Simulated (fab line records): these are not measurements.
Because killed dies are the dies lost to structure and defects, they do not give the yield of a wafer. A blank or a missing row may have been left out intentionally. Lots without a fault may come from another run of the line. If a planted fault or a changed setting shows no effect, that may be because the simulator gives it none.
Chamber matching + flow sky130 + cmp-01 running SKY_VIA1_CMP_02: 4 sister chambers
The step polishes SiO2. 8 wafers are shown with their chamber, then 12 later ones without.

== WAFERS PAIRED WITH THEIR CHAMBERS ==
| wafer  | chamber | motor_current_A (A) |
|--------|---------|---------------------|
| L079.5 | 3       | 13.5                |
| L082.2 | 2       | 12.9                |
| L083.4 | 2       | 12.8                |
| L089.1 | 3       | 13.4                |
| L087.5 | 1       | 11.5                |
| L093.1 | 1       | 11.9                |
| L093.2 | 0       | 10.3                |
| L093.6 | 0       | 10.9                |

== WAFERS MISSING THEIR CHAMBER ==
| wafer  | motor_current_A (A) |
|--------|---------------------|
| L088.3 | 12.9                |
| L088.4 | 10.5                |
| L088.6 | 12.5                |
| L085.2 | 13.4                |
| L085.4 | 10.6                |
| L085.6 | 12.7                |
| L095.1 | 10.4                |
| L095.2 | 13.8                |
| L095.5 | 13.4                |
| L090.1 | 12.4                |
| L090.5 | 11.6                |
| L090.6 | 12.6                |

== CHAMBER TAKEN BY EACH ==
| wafer  | from the rows above     | in truth |
|--------|-------------------------|----------|
| L088.3 | can't be placed: 2 or 3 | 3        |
| L088.4 | 0                       | 0        |
| L088.6 | can't be placed: 2 or 1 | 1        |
| L085.2 | can't be placed: 3 or 2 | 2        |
| L085.4 | 0                       | 0        |
| L085.6 | 2                       | 2        |
| L095.1 | 0                       | 0        |
| L095.2 | 3                       | 3        |
| L095.5 | can't be placed: 3 or 2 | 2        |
| L090.1 | can't be placed: 2 or 1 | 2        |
| L090.5 | 1                       | 1        |
| L090.6 | 2                       | 2        |
Placed correctly: 7 of 12. Can't be placed from these rows: 5 (the true chamber is among the candidates in 5). 0 placed wrongly.
How it was worked out, from the rows above alone: a wafer's distance from a chamber is the root of the sum, over the readings, of the square of ((its reading less the chamber's mean) divided by the reading's scatter). If the next closest chamber is less than 2 further off than the closest, the wafer can't be placed; otherwise it belongs to the closest. For every chamber, the mean is computed from those of its wafers that are shown. The scatter: the root of (the sum of the squares of (reading less its chamber's mean) over the shown wafers, divided by (wafers less chambers)).
